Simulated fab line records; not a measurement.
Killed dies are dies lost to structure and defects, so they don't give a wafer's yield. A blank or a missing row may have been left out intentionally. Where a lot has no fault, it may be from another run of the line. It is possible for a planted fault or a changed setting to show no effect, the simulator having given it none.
Which of the tools did it? / flow sky130 / route of 708 steps, sampled at 1 step: 7 lots, 21 wafers

WHAT THE GAUGES READ, wafer by wafer
SKY_POLY_GATE_CD_MEAS_13: target cd 150 nm.
lot=L933; measured=day 16 13:22; on=cd sem-02; cd nm (nm)=149.7 148.5 147.8
lot=L935; measured=day 17 04:56; on=cd sem-01; cd nm (nm)=151.3 151.3 151.9
lot=L938; measured=day 18 15:32; on=cd sem-02; cd nm (nm)=150.8 149.0 150.3
lot=L942; measured=day 20 01:13; on=cd sem-01; cd nm (nm)=150.9 151.6 149.5
lot=L945; measured=day 21 08:31; on=cd sem-01; cd nm (nm)=147.4 148.6 146.9
lot=L953; measured=day 24 01:15; on=cd sem-02; cd nm (nm)=149.3 149.9 149.4
lot=L955; measured=day 24 10:43; on=cd sem-01; cd nm (nm)=150.4 150.4 150.1

TOOL THAT RAN EACH LOT (tool first, then ch and the chambers of the sampled wafers, then the start)
Before these readings, the record contains no process step.

THE ANSWER, worked out from the rows above alone
Rule: the lots themselves supply what counts as usual. The widest of any qualifying gaps counts: lots, ordered by their means at a reading, are off when they make up no more than a third of the lots, leave a main group of 4 or more, and stand apart from it by 3 or more times the standard deviation of that group's means. A main group is skipped when, at the precision printed for the reading in the tables above, its means are all equal. A lot without any number at a reading at which 4 lots or more have one is off too. The other lots that the step has rows for count as sound.
No lot is off at any reading shown: from this, nothing can be told.

WHAT HAD BEEN PUT IN BY THE SIMULATOR
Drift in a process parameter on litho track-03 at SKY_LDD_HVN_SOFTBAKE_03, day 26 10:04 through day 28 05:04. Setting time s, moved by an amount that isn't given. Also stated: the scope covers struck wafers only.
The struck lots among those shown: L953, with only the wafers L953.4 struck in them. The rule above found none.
